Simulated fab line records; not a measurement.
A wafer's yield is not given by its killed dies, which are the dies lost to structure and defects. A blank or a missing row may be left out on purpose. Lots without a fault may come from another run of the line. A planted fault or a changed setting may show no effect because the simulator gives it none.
fab line records ; flow sky130 ; part 1 of 2: steps 1 to 42 of 44
[record] lots = 6; wafers = 18; last_day = 50
route steps=708 shown SONOS_TUNNEL@160 SONOS_ONO@168 GATE_OXIDE@187 PAD_OPEN@708
lots untouched by any fault: they come from a run of this same line in which no faults occurred
start_h: hours from the record's first day to the start of the lot's first wafer shown ; wait_h: how many hours have passed since the lot's step before this one ; " identical to the entry in the row above ; L1.1+2: a row that stands for several wafers ; - no value, or no start given ; * or withheld: withheld ; < > ~ a bound
route shown NAME@n: names a module that has steps shown in the file, with the first one's number in the route ; usual: the fault-free wafers' mean and standard deviation ; same: alike in all rows ; chamber/n: place in a boat ; sites: each site's reading ; _std_site: standard deviation across them ; _edge_site: mean of outer sites minus mean of inner sites ; radius_mm: for every site, how far away it sits from the centre of the wafer ; mask NAME#n: copy n ; behind: the last tool/chamber to shape the wafer ; hold: cause of the lot's hold/its duration in hours/its outcome ; device: transistor that didn't switch, given as n, p or np ; end of line: tests run on the same wafers once the route is complete ; for a step that has no rows: nothing shown but its recipe ; killed: dies that structure and defects cost at the first sort, which is not the same as the wafer's yield ; map: dies across one wafer; x = killed, . = not, _ = none there
set.NAME: the setting as run; set.NAME@STEP: as run at that earlier step ; model.NAME: the simulator's own value behind a step, which no gauge read
certain route steps with their lots: each step a table, each wafer a row
services: from which hour (start_h, from the record's first day; less than 0 if before it) a tool's chamber was out of use, for how many hours, and why
[[steps]]
[step SKY_SONOS_TUNNEL_DEVELOP_06]
[recipe] resist = NOVOLAK; developer = TMAH; develop_time_s = 60; dev_temp_c = 23
[step SKY_SONOS_TUNNEL_CD_MEAS_07]
[recipe] target_cd_nm = 410
[usual] cd_nm = 410.7/2
lot.wafer;tool;chamber;start_h;wait_h;cd_nm
L921.3;cd_sem-02;-;271.58;0.1;410.2
L921.5;cd_sem-02;-;271.58;0.1;410.5
L921.6;cd_sem-02;-;271.58;0.1;412.1
L922.1;cd_sem-02;-;281.32;0.1;408.3
L922.4;cd_sem-02;-;281.32;0.1;409.9
L922.5;cd_sem-02;-;281.32;0.1;408.9
L924.2;cd_sem-02;-;290.99;0.1;407.4
L924.5;cd_sem-02;-;290.99;0.1;410.1
L924.6;cd_sem-02;-;290.99;0.1;407.7
L931.2;cd_sem-02;-;351.71;0.1;410.1
L931.4;cd_sem-02;-;351.71;0.1;410.4
L931.5;cd_sem-02;-;351.71;0.1;410.5
L930.1;cd_sem-01;-;352.29;0.1;409.6
L930.2;cd_sem-01;-;352.29;0.1;406.7
L930.5;cd_sem-01;-;352.29;0.1;409.4
L942.2;cd_sem-01;-;441.51;0.1;409.0
L942.3;cd_sem-01;-;441.51;0.1;412.3
L942.6;cd_sem-01;-;441.51;0.1;410.8
[step SKY_SONOS_TUNNEL_OVL_MEAS_08]
[usual] SONOS_TUNNEL_OVL = 0.3/1.5
lot.wafer;tool;chamber;start_h;wait_h;SONOS_TUNNEL_OVL[nm]
L921.3;overlay-01;-;271.67;0.1;1.9
L921.5;overlay-01;-;271.67;0.1;-0.2
L921.6;overlay-01;-;271.67;0.1;-0.5
L922.1;overlay-01;-;281.44;0.1;-2.8
L922.4;overlay-01;-;281.44;0.1;-1.5
L922.5;overlay-01;-;281.44;0.1;-2.3
L924.2;overlay-01;-;291.10;0.1;0.1
L924.5;overlay-01;-;291.10;0.1;1.4
L924.6;overlay-01;-;291.10;0.1;-1.3
L931.2;overlay-02;-;351.82;0.1;1.3
L931.4;overlay-02;-;351.82;0.1;1.2
L931.5;overlay-02;-;351.82;0.1;1.1
L930.1;overlay-01;-;352.41;0.1;-0.2
L930.2;overlay-01;-;352.41;0.1;0.1
L930.5;overlay-01;-;352.41;0.1;1.9
L942.2;overlay-02;-;441.62;0.1;1.6
L942.3;overlay-02;-;441.62;0.1;0.9
L942.6;overlay-02;-;441.62;0.1;2.7
[step SKY_SONOS_TUNNEL_IMPLANT_09]
[recipe] species = B; energy_kev = 20; dose_cm2 = 1e+12; tilt_deg = withheld
[step SKY_SONOS_TUNNEL_WET_ETCH_10]
[recipe] chemistry = dHF; target_depth_nm = 14; target = SiO2; dilution = 100:1; temp_c = 25; time_s = 280
[step SKY_SONOS_TUNNEL_STRIP_11]
[recipe] chemistry = SPM; time_s = 600; temp_c = 130
[step SKY_SONOS_TUNNEL_TW_MEAS_12]
[usual] SONOS_TUNNEL_TW = 196.2/1.6
lot.wafer;tool;chamber;start_h;wait_h;SONOS_TUNNEL_TW
L921.3;film_metro-01;-;272.13;0.0;197.8
L921.5;film_metro-01;-;272.13;0.0;199.0
L921.6;film_metro-01;-;272.13;0.0;197.9
L922.1;film_metro-04;-;281.90;0.0;194.6
L922.4;film_metro-04;-;281.90;0.0;195.2
L922.5;film_metro-04;-;281.90;0.0;195.3
L924.2;film_metro-03;-;291.73;0.0;195.2
L924.5;film_metro-03;-;291.73;0.0;194.8
L924.6;film_metro-03;-;291.73;0.0;195.8
L931.2;film_metro-04;-;352.27;0.0;194.7
L931.4;film_metro-04;-;352.27;0.0;194.1
L931.5;film_metro-04;-;352.27;0.0;193.8
L930.1;film_metro-03;-;352.86;0.0;195.4
L930.2;film_metro-03;-;352.86;0.0;195.5
L930.5;film_metro-03;-;352.86;0.0;196.3
L942.2;film_metro-01;-;442.07;0.0;198.7
L942.3;film_metro-01;-;442.07;0.0;198.3
L942.6;film_metro-01;-;442.07;0.0;197.8
[step SKY_SONOS_TUNNEL_CLEAN_13]
[recipe] chemistry = dHF; time_s = 20; dilution = 100:1; dry = ipa_marangoni
[step SKY_SONOS_ONO_OXIDATION_00]
[recipe] temp_c = 800; ambient = O2; idle_temp_c = 700; ramp_up_c_per_min = 10; ramp_down_c_per_min = 3; stabilise_s = 600; purge_s = 300; target_thk_a = 26; ox_time_s = 1249
[step SKY_SONOS_ONO_THK_MEAS_01]
[recipe] reads = SiO2_of_SONOS_ONO_OXIDATION_00
[usual] SONOS_ONO_OXIDATION_THK = 2.61/0.05
lot.wafer;tool;chamber;start_h;wait_h;SONOS_ONO_OXIDATION_THK[nm]
L921.3;film_metro-02;-;273.98;0.0;2.65
L921.5;film_metro-02;-;273.98;0.0;2.66
L921.6;film_metro-02;-;273.98;0.0;2.65
L922.1;film_metro-01;-;283.32;0.0;2.65
L922.4;film_metro-01;-;283.32;0.0;2.71
L922.5;film_metro-01;-;283.32;0.0;2.63
L924.2;film_metro-02;-;293.56;0.0;2.63
L924.5;film_metro-02;-;293.56;0.0;2.62
L924.6;film_metro-02;-;293.56;0.0;2.56
L931.2;film_metro-02;-;353.69;0.0;2.56
L931.4;film_metro-02;-;353.69;0.0;2.52
L931.5;film_metro-02;-;353.69;0.0;2.53
L930.1;film_metro-04;-;355.56;0.0;2.67
L930.2;film_metro-04;-;355.56;0.0;2.59
L930.5;film_metro-04;-;355.56;0.0;2.65
L942.2;film_metro-01;-;443.49;0.0;2.68
L942.3;film_metro-01;-;443.49;0.0;2.68
L942.6;film_metro-01;-;443.49;0.0;2.62
[step SKY_SONOS_ONO_CVD_02]
[recipe] material = Si3N4; precursor = DCS/NH3; target_thk_nm = 10.5; temp_c = 770; time_s = 180; pressure_mtorr = 250
[step SKY_SONOS_ONO_THK_MEAS_03]
[recipe] reads = Si3N4_of_SONOS_ONO_CVD_02
[usual] SONOS_ONO_CVD_02_THK = 10.46/0.11
lot.wafer;tool;chamber;start_h;wait_h;SONOS_ONO_CVD_02_THK[nm]
L921.3;film_metro-02;-;275.53;0.0;10.51
L921.5;film_metro-02;-;275.53;0.0;10.48
L921.6;film_metro-02;-;275.53;0.0;10.52
L922.1;film_metro-02;-;285.89;0.0;10.42
L922.4;film_metro-02;-;285.89;0.0;10.42
L922.5;film_metro-02;-;285.89;0.0;10.35
L924.2;film_metro-01;-;298.09;0.0;10.55
L924.5;film_metro-01;-;298.09;0.0;10.65
L924.6;film_metro-01;-;298.09;0.0;10.56
L931.2;film_metro-01;-;356.26;0.0;10.55
L931.4;film_metro-01;-;356.26;0.0;10.60
L931.5;film_metro-01;-;356.26;0.0;10.61
L930.1;film_metro-01;-;358.66;0.0;10.50
L930.2;film_metro-01;-;358.66;0.0;10.64
L930.5;film_metro-01;-;358.66;0.0;10.59
L942.2;film_metro-04;-;444.60;0.0;10.29
L942.3;film_metro-04;-;444.60;0.0;10.35
L942.6;film_metro-04;-;444.60;0.0;10.34
[step SKY_SONOS_ONO_CVD_04]
[recipe] material = SiO2; precursor = SiH4/N2O; target_thk_nm = 5.7199; temp_c = 900; pressure_mtorr = 400
[usual] spike_tc_bottom_C = 919.0/1.5; spike_tc_centre_C = 901.1/0.92; spike_tc_lower_C = 899.4/0.94; spike_tc_top_C = 910.3/2.4; spike_tc_upper_C = 900.6/1.4; susceptor_temp_C = 900.1/0.32; zone_power_bottom_pct = 25.9/0.64; zone_power_lower_pct = 18.97/0.2; zone_power_upper_pct = 15.10/0.18
lot.wafer;tool;chamber;start_h;wait_h;spike_tc_bottom_C;spike_tc_centre_C;spike_tc_lower_C;spike_tc_top_C;spike_tc_upper_C;susceptor_temp_C;zone_power_bottom_pct;zone_power_lower_pct;zone_power_upper_pct;model.SiO2_of_SONOS_ONO_CVD_04.thk_nm
L921.3;lpcvd-03;1;275.57;0.0;920.5;901.3;898.4;908.1;901.6;900.6;26.4;18.91;15.00;5.794
L921.5;lpcvd-03;1;275.57;0.0;920.7;902.1;899.3;907.8;901.0;900.7;26.7;18.94;14.99;5.862
L921.6;lpcvd-03;1;275.57;0.0;920.8;900.0;899.8;909.4;900.6;900.4;26.8;19.08;15.07;5.774
L922.1;lpcvd-03;0;285.95;0.1;916.7;902.1;898.2;911.9;899.8;900.5;25.1;18.68;14.90;5.69
L922.4;lpcvd-03;0;285.95;0.1;915.5;901.1;899.5;913.1;900.7;900.1;25.2;18.80;15.20;5.815
L922.5;lpcvd-03;0;285.95;0.1;917.5;902.8;899.6;914.7;901.0;899.9;25.0;18.84;14.96;5.773
L924.2;lpcvd-03;1;298.14;0.0;917.6;900.6;898.3;908.5;901.2;900.1;26.4;19.03;15.15;5.741
L924.5;lpcvd-03;1;298.14;0.0;917.4;900.6;899.3;907.7;902.5;900.6;26.3;18.89;15.01;5.666
L924.6;lpcvd-03;1;298.14;0.0;921.0;901.2;898.1;908.3;901.7;900.3;26.3;19.18;15.12;5.657
L931.2;lpcvd-03;0;356.31;0.0;972.4;955.9;951.3;965.0;954.2;953.8;29.0;21.78;17.39;8.912
L931.4;lpcvd-03;0;356.31;0.0;970.4;955.3;953.3;966.6;951.9;953.8;29.3;21.67;17.65;8.967
L931.5;lpcvd-03;0;356.31;0.0;972.4;953.9;954.0;965.9;953.4;954.1;28.7;21.52;17.59;9.012
L930.1;lpcvd-03;0;358.72;0.1;971.7;955.6;952.6;964.7;952.9;953.8;28.5;21.74;17.28;9.032
L930.2;lpcvd-03;0;358.72;0.1;971.9;954.8;953.2;967.0;952.2;954.1;28.4;21.30;17.40;8.981
L930.5;lpcvd-03;0;358.72;0.1;972.9;954.8;953.5;967.6;952.0;954.1;28.7;21.42;17.35;9.072
L942.2;lpcvd-03;1;444.65;0.0;920.1;900.6;900.1;907.8;902.0;899.9;26.7;19.07;15.13;5.81
L942.3;lpcvd-03;1;444.65;0.0;920.0;903.6;900.8;907.0;900.7;900.1;26.3;19.52;15.37;5.89
L942.6;lpcvd-03;1;444.65;0.0;917.9;900.5;898.7;908.8;900.5;899.7;27.0;18.79;15.13;5.873
[step SKY_SONOS_ONO_THK_MEAS_05]
[recipe] reads = SiO2_of_SONOS_ONO_CVD_04
[usual] SONOS_ONO_CVD_04_THK = 5.75/0.099
lot.wafer;tool;chamber;start_h;wait_h;SONOS_ONO_CVD_04_THK[nm]
L921.3;film_metro-01;-;276.84;0.0;5.83
L921.5;film_metro-01;-;276.84;0.0;5.85
L921.6;film_metro-01;-;276.84;0.0;5.76
L922.1;film_metro-01;-;287.20;0.0;5.71
L922.4;film_metro-01;-;287.20;0.0;5.80
L922.5;film_metro-01;-;287.20;0.0;5.75
L924.2;film_metro-04;-;299.40;0.0;5.69
L924.5;film_metro-04;-;299.40;0.0;5.72
L924.6;film_metro-04;-;299.40;0.0;5.63
L931.2;film_metro-01;-;357.57;0.0;8.92
L931.4;film_metro-01;-;357.57;0.0;8.96
L931.5;film_metro-01;-;357.57;0.0;9.01
L930.1;film_metro-04;-;359.97;0.0;9.04
L930.2;film_metro-04;-;359.97;0.0;8.98
L930.5;film_metro-04;-;359.97;0.0;9.04
L942.2;film_metro-01;-;445.91;0.0;5.79
L942.3;film_metro-01;-;445.91;0.0;5.86
L942.6;film_metro-01;-;445.91;0.0;5.87
[step SKY_SONOS_ONO_DEHYDRATE_06]
[recipe] temp_c = 200; time_s = 60
[step SKY_SONOS_ONO_HMDS_07]
[recipe] prime_time_s = 60; prime_temp_c = 120
[step SKY_SONOS_ONO_COAT_08]
[recipe] resist = NOVOLAK; spin_rpm = 3000; resist_thk_nm = 1140
[step SKY_SONOS_ONO_SOFTBAKE_09]
[recipe] temp_c = 90; time_s = 60; resist = NOVOLAK
[step SKY_SONOS_ONO_EXPOSE_10]
[recipe] mask_id = ONOM; target_cd_nm = 410; na = 0.6; source_shape = conventional; sigma_outer = 0.6; dose_mj = 150
[step SKY_SONOS_ONO_PEB_11]
[recipe] temp_c = withheld; time_s = *; resist = NOVOLAK
[step SKY_SONOS_ONO_DEVELOP_12]
[recipe] develop_time_s = 60; dev_temp_c = 23
[step SKY_SONOS_ONO_CD_MEAS_13]
[recipe] target_cd_nm = 410
[usual] cd_nm = 410.4/2
lot.wafer;tool;chamber;start_h;wait_h;cd_nm
L921.3;cd_sem-02;-;302.11;0.1;408.7
L921.5;cd_sem-02;-;302.11;0.1;407.7
L921.6;cd_sem-02;-;302.11;0.1;406.9
L922.1;cd_sem-01;-;311.74;0.1;410.1
L922.4;cd_sem-01;-;311.74;0.1;411.9
L922.5;cd_sem-01;-;311.74;0.1;409.5
L924.2;cd_sem-02;-;325.76;0.1;408.6
L924.5;cd_sem-02;-;325.76;0.1;407.4
L924.6;cd_sem-02;-;325.76;0.1;407.8
L931.2;cd_sem-01;-;384.24;0.1;406.8
L931.4;cd_sem-01;-;384.24;0.1;408.0
L931.5;cd_sem-01;-;384.24;0.1;405.4
L930.1;cd_sem-01;-;387.47;0.1;409.2
L930.2;cd_sem-01;-;387.47;0.1;408.8
L930.5;cd_sem-01;-;387.47;0.1;409.8
L942.2;cd_sem-02;-;476.61;0.1;413.0
L942.3;cd_sem-02;-;476.61;0.1;414.4
L942.6;cd_sem-02;-;476.61;0.1;412.3
[step SKY_SONOS_ONO_OVL_MEAS_14]
[usual] SONOS_ONO_OVL = 0.4/1.4
lot.wafer;tool;chamber;start_h;wait_h;SONOS_ONO_OVL[nm]
L921.3;overlay-01;-;302.20;0.1;2.6
L921.5;overlay-01;-;302.20;0.1;0.2
L921.6;overlay-01;-;302.20;0.1;1.5
L922.1;overlay-01;-;311.86;0.1;1.1
L922.4;overlay-01;-;311.86;0.1;2.9
L922.5;overlay-01;-;311.86;0.1;-0.1
L924.2;overlay-01;-;325.87;0.1;0.1
L924.5;overlay-01;-;325.87;0.1;-1.4
L924.6;overlay-01;-;325.87;0.1;1.7
L931.2;overlay-02;-;384.35;0.1;0.8
L931.4;overlay-02;-;384.35;0.1;1.0
L931.5;overlay-02;-;384.35;0.1;-0.9
L930.1;overlay-01;-;387.59;0.1;2.0
L930.2;overlay-01;-;387.59;0.1;0.3
L930.5;overlay-01;-;387.59;0.1;1.3
L942.2;overlay-01;-;476.72;0.1;0.1
L942.3;overlay-01;-;476.72;0.1;1.4
L942.6;overlay-01;-;476.72;0.1;1.1
[step SKY_SONOS_ONO_ETCH_15]
[recipe] target_depth_nm = 19.52; chemistry = CHF3/O2; source_w = 600; bias_w = 200; pressure_mtorr = 40; chf3_flow_sccm = 50; O2_flow_sccm = 5; time_s = 7.8
[usual] drypump_motor_current_A = 5.6/0.42; oes_product_au = 1.002/0.014; throttle_valve_pct = 8.826/0.01
lot.wafer;tool;chamber;start_h;wait_h;drypump_motor_current_A;oes_product_au;rf_hours_counter_h;throttle_valve_pct
L921.3;rie_diel-04;0;302.23;0.0;5.3;0.988;102;8.819
L921.5;rie_diel-04;0;302.23;0.0;5.3;0.995;-;8.830
L921.6;rie_diel-04;3;302.23;0.0;5.6;1.009;-;8.822
L922.1;rie_diel-04;3;311.90;0.0;5.5;1.003;69;8.837
L922.4;rie_diel-04;3;311.90;0.0;5.5;0.992;-;8.831
L922.5;rie_diel-04;0;311.90;0.0;5.3;0.993;-;8.826
L924.2;rie_diel-02;0;325.90;0.0;5.1;0.986;59;8.840
L924.5;rie_diel-02;1;325.90;0.0;6.1;0.997;-;8.822
L924.6;rie_diel-02;0;325.90;0.0;5.1;0.990;-;8.828
L931.2;rie_diel-01;1;384.38;0.0;6.2;1.019;4;8.857
L931.4;rie_diel-01;2;384.38;0.0;5.8;0.998;3;8.840
L931.5;rie_diel-01;1;384.38;0.0;6.1;1.025;-;8.829
L930.1;rie_diel-01;0;387.63;0.0;6.1;0.998;0;8.818
L930.2;rie_diel-01;1;387.63;0.0;6.2;1.025;4;8.810
L930.5;rie_diel-01;1;387.63;0.0;6.2;1.016;-;8.828
L942.2;rie_diel-04;3;476.75;0.0;5.5;1.007;72;8.844
L942.3;rie_diel-04;1;476.75;0.0;6.1;1.018;0;8.832
L942.6;rie_diel-04;0;476.75;0.0;5.3;0.983;-;8.824
[step SKY_SONOS_ONO_WET_ETCH_16]
[recipe] chemistry = dHF; target_depth_nm = 14; dry = n2_spin; target = SiO2; dilution = 100:1; temp_c = 25; time_s = 280
[step SKY_SONOS_ONO_STRIP_17]
[recipe] chemistry = O2/N2; power_w = 1400; pressure_mtorr = 1500; platen_temp_c = withheld; o2_flow_sccm = 3000; n2_flow_sccm = 300; overash_fraction = 0.5
[usual] drypump_motor_current_A = 5.7/0.51; oes_product_au = 0.709/0.0041; strip_time_to_endpoint_s = 14.09/0.036
lot.wafer;tool;chamber;start_h;wait_h;drypump_motor_current_A;oes_product_au;rf_hours_counter_h;strip_time_to_endpoint_s
L921.3;plasma_asher-02;0;302.38;0.0;5.1;0.706;-;14.07
L921.5;plasma_asher-02;1;302.38;0.0;6.2;0.704;-;14.08
L921.6;plasma_asher-02;0;302.38;0.0;5.1;0.714;-;14.04
L922.1;plasma_asher-02;1;312.01;0.0;6.2;0.711;63;14.08
L922.4;plasma_asher-02;1;312.01;0.0;6.1;0.708;-;14.11
L922.5;plasma_asher-02;1;312.01;0.0;6.1;0.706;-;14.09
L924.2;plasma_asher-04;1;326.01;0.0;4.9;0.708;52;14.16
L924.5;plasma_asher-04;1;326.01;0.0;4.9;0.702;-;14.13
L924.6;plasma_asher-04;0;326.01;0.0;6.1;0.700;-;14.13
L931.2;plasma_asher-04;1;384.48;0.0;4.9;0.714;57;14.09
L931.4;plasma_asher-04;0;384.48;0.0;6.1;0.713;-;14.13
L931.5;plasma_asher-04;0;384.48;0.0;6.1;0.709;-;14.10
L930.1;plasma_asher-03;0;387.73;0.0;6.1;0.708;66;14.06
L930.2;plasma_asher-03;1;387.73;0.0;5.8;0.708;66;14.08
L930.5;plasma_asher-03;0;387.73;0.0;6.1;0.713;-;14.07
L942.2;plasma_asher-02;0;476.85;0.0;5.1;0.706;79;14.14
L942.3;plasma_asher-02;1;476.85;0.0;6.1;0.709;-;14.11
L942.6;plasma_asher-02;1;476.85;0.0;6.2;0.704;-;14.13
[step SKY_SONOS_ONO_WET_ETCH_18]
[recipe] chemistry = H3PO4; target_depth_nm = 15; target = Si3N4; temp_c = 160; time_s = 172
[step SKY_GATE_OXIDE_CLEAN_00]
[recipe] chemistry = SC1/SC2; mix = 1:4:20; temp_c = 70; time_s = 150; dry = n2_spin
[step SKY_GATE_OXIDE_OXIDATION_01]
[recipe] temp_c = 900; ambient = O2; stabilise_s = 600; purge_s = 300; target_thk_a = 102.68; ox_time_s = 1473
[step SKY_GATE_OXIDE_THK_MEAS_02]
[recipe] reads = SiO2_of_GATE_OXIDE_OXIDATION_01
[usual] GATE_OXIDE_OXIDATION_00_THK = 10.28/0.17
lot.wafer;tool;chamber;start_h;wait_h;GATE_OXIDE_OXIDATION_00_THK[nm]
L921.3;film_metro-02;-;305.87;0.0;10.23
L921.5;film_metro-02;-;305.87;0.0;10.27
L921.6;film_metro-02;-;305.87;0.0;10.41
L922.1;film_metro-01;-;315.07;0.0;10.35
L922.4;film_metro-01;-;315.07;0.0;10.33
L922.5;film_metro-01;-;315.07;0.0;10.34
L924.2;film_metro-02;-;328.47;0.0;10.44
L924.5;film_metro-02;-;328.47;0.0;10.24
L924.6;film_metro-02;-;328.47;0.0;10.37
L931.2;film_metro-01;-;387.98;0.0;10.33
L931.4;film_metro-01;-;387.98;0.0;10.26
L931.5;film_metro-01;-;387.98;0.0;10.28
L930.1;film_metro-02;-;391.65;0.0;9.93
L930.2;film_metro-02;-;391.65;0.0;9.98
L930.5;film_metro-02;-;391.65;0.0;9.81
L942.2;film_metro-01;-;478.48;0.0;10.47
L942.3;film_metro-01;-;478.48;0.0;10.53
L942.6;film_metro-01;-;478.48;0.0;10.42
[step SKY_GATE_OXIDE_DEHYDRATE_03]
[recipe] temp_c = 200; time_s = 60
[step SKY_GATE_OXIDE_HMDS_04]
[recipe] prime_time_s = 60; prime_temp_c = 120
[step SKY_GATE_OXIDE_COAT_05]
[recipe] resist = NOVOLAK; spin_rpm = 3000; resist_thk_nm = 1140
[step SKY_GATE_OXIDE_SOFTBAKE_06]
[recipe] temp_c = 90; time_s = 60; resist = NOVOLAK
[step SKY_GATE_OXIDE_EXPOSE_07]
[recipe] mask_id = LVOM; na = 0.6; source_shape = conventional; sigma_outer = 0.6; polarization = unpolarized; target_cd_nm = 600; dose_mj = 170
[step SKY_GATE_OXIDE_PEB_08]
[recipe] temp_c = withheld; time_s = *; resist = NOVOLAK
[step SKY_GATE_OXIDE_DEVELOP_09]
[recipe] resist = NOVOLAK; developer = TMAH; develop_time_s = 60; dev_temp_c = 23
[step SKY_GATE_OXIDE_OVL_MEAS_10]
[usual] GATE_OXIDE_OVL = 1.0/1.2
lot.wafer;tool;chamber;start_h;wait_h;GATE_OXIDE_OVL[nm]
L921.3;overlay-02;-;331.18;0.1;0.5
L921.5;overlay-02;-;331.18;0.1;0.9
L921.6;overlay-02;-;331.18;0.1;1.0
L922.1;overlay-01;-;341.42;0.1;0.9
L922.4;overlay-01;-;341.42;0.1;1.3
L922.5;overlay-01;-;341.42;0.1;-0.8
L924.2;overlay-02;-;355.16;0.1;1.5
L924.5;overlay-02;-;355.16;0.1;-2.5
L924.6;overlay-02;-;355.16;0.1;-0.4
L931.2;overlay-01;-;417.00;0.1;0.6
L931.4;overlay-01;-;417.00;0.1;2.5
L931.5;overlay-01;-;417.00;0.1;1.3
L930.1;overlay-02;-;420.94;0.1;-0.2
L930.2;overlay-02;-;420.94;0.1;-0.2
L930.5;overlay-02;-;420.94;0.1;1.7
L942.2;overlay-01;-;509.75;0.1;1.7
L942.3;overlay-01;-;509.75;0.1;2.2
L942.6;overlay-01;-;509.75;0.1;2.3
[step SKY_GATE_OXIDE_IMPLANT_11]
[recipe] species = B; energy_kev = 10; dose_cm2 = 2.6e+12; tilt_deg = withheld
[step SKY_GATE_OXIDE_WET_ETCH_12]
[recipe] chemistry = dHF; target_depth_nm = 16.8; dry = n2_spin; target = SiO2; dilution = 100:1; temp_c = 25; time_s = 336
[step SKY_GATE_OXIDE_STRIP_13]
[recipe] chemistry = O2/N2; power_w = 1400; pressure_mtorr = 1500; platen_temp_c = withheld; o2_flow_sccm = 3000; n2_flow_sccm = 300; overash_fraction = 0.5
[usual] drypump_motor_current_A = 5.8/0.36; oes_product_au = 0.715/0.0044; strip_time_to_endpoint_s = 14.17/0.042
lot.wafer;tool;chamber;start_h;wait_h;drypump_motor_current_A;oes_product_au;rf_hours_counter_h;strip_time_to_endpoint_s
L921.3;plasma_asher-04;1;331.49;0.0;4.9;0.718;-;14.12
L921.5;plasma_asher-04;0;331.49;0.0;6.1;0.723;-;14.12
L921.6;plasma_asher-04;1;331.49;0.0;4.9;0.713;-;14.12
L922.1;plasma_asher-03;1;341.71;0.0;5.9;0.716;61;14.19
L922.4;plasma_asher-03;1;341.71;0.0;5.8;0.716;-;14.14
L922.5;plasma_asher-03;0;341.71;0.0;6.1;0.709;-;14.17
L924.2;plasma_asher-04;0;355.44;0.0;6.1;0.716;55;14.13
L924.5;plasma_asher-04;0;355.44;0.0;6.1;0.715;-;14.13
L924.6;plasma_asher-04;1;355.44;0.0;4.9;0.722;-;14.11
L931.2;plasma_asher-04;1;417.28;0.0;4.9;0.717;61;14.18
L931.4;plasma_asher-04;0;417.28;0.0;6.1;0.719;-;14.13
L931.5;plasma_asher-04;1;417.28;0.0;4.9;0.720;-;14.15
L930.1;plasma_asher-01;0;421.23;0.0;5.9;0.709;29;14.21
L930.2;plasma_asher-01;1;421.23;0.0;5.5;0.716;29;14.21
L930.5;plasma_asher-01;0;421.23;0.0;5.9;0.722;-;14.21
L942.2;plasma_asher-03;1;510.03;0.0;5.8;0.717;8;14.22
L942.3;plasma_asher-03;0;510.03;0.0;6.0;0.708;-;14.20
L942.6;plasma_asher-03;1;510.03;0.0;5.8;0.708;-;14.22
[step SKY_GATE_OXIDE_TW_MEAS_14]
[usual] GATE_OXIDE_TW = 222.9/1.5
lot.wafer;tool;chamber;start_h;wait_h;GATE_OXIDE_TW
L921.3;film_metro-02;-;331.58;0.1;223.5
L921.5;film_metro-02;-;331.58;0.1;220.7
L921.6;film_metro-02;-;331.58;0.1;222.2
L922.1;film_metro-03;-;341.81;0.1;222.7
L922.4;film_metro-03;-;341.81;0.1;222.1
L922.5;film_metro-03;-;341.81;0.1;222.5
L924.2;film_metro-02;-;355.55;0.1;221.2
L924.5;film_metro-02;-;355.55;0.1;220.6
L924.6;film_metro-02;-;355.55;0.1;221.0
L931.2;film_metro-03;-;417.39;0.1;221.1
L931.4;film_metro-03;-;417.39;0.1;221.3
L931.5;film_metro-03;-;417.39;0.1;220.9
L930.1;film_metro-01;-;421.33;0.1;225.9
L930.2;film_metro-01;-;421.33;0.1;226.4
L930.5;film_metro-01;-;421.33;0.1;226.3
L942.2;film_metro-03;-;510.14;0.1;222.9
L942.3;film_metro-03;-;510.14;0.1;222.3
L942.6;film_metro-03;-;510.14;0.1;222.4
[[key]]
[first_sign] step = SKY_SONOS_ONO_CVD_04; reading = susceptor_temp_C; direction = up; sigmas = 99+; usual = *; struck = *
[effect] step = SKY_SONOS_ONO_CVD_04; reading = spike_tc_centre_C; direction = up; sigmas = 59; usual = 901.1; struck = 955.1
[effect] step = SKY_SONOS_ONO_THK_MEAS_05; reading = SONOS_ONO_CVD_04_THK; direction = up; sigmas = 33; usual = 5.75; struck = 8.99
[model_effect] step = SKY_SONOS_ONO_CVD_04; value = SiO2_of_SONOS_ONO_CVD_04.thk_nm; without = 5.577; struck = 8.996
[model_effect] step = SKY_GATE_OXIDE_CLEAN_15; value = SiO2_of_SONOS_ONO_CVD_04.thk_nm; without = 4.055; struck = 7.474
met_at SKY_SONOS_ONO_CVD_04
struck_wafers L930.1,L930.2,L930.5,L931.2,L931.4,L931.5
tester_left_out L930,L931
onset_between 298.14 356.31
[fault] kind = process_parameter_drift; tool = lpcvd-03; chamber = -; onset_h = 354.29; steps = SKY_SONOS_ONO_CVD_04; channel = temp_c; offset = *; shape = step; end_h = 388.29; stated = *
// tester_left_out: of these lots the tester's yield and bins aren't shown, on N5 and GAA mostly nor the transistor test; their killed dies are dies lost to structure and defects alone, not to doping, threshold or leakage, so they don't give the yield
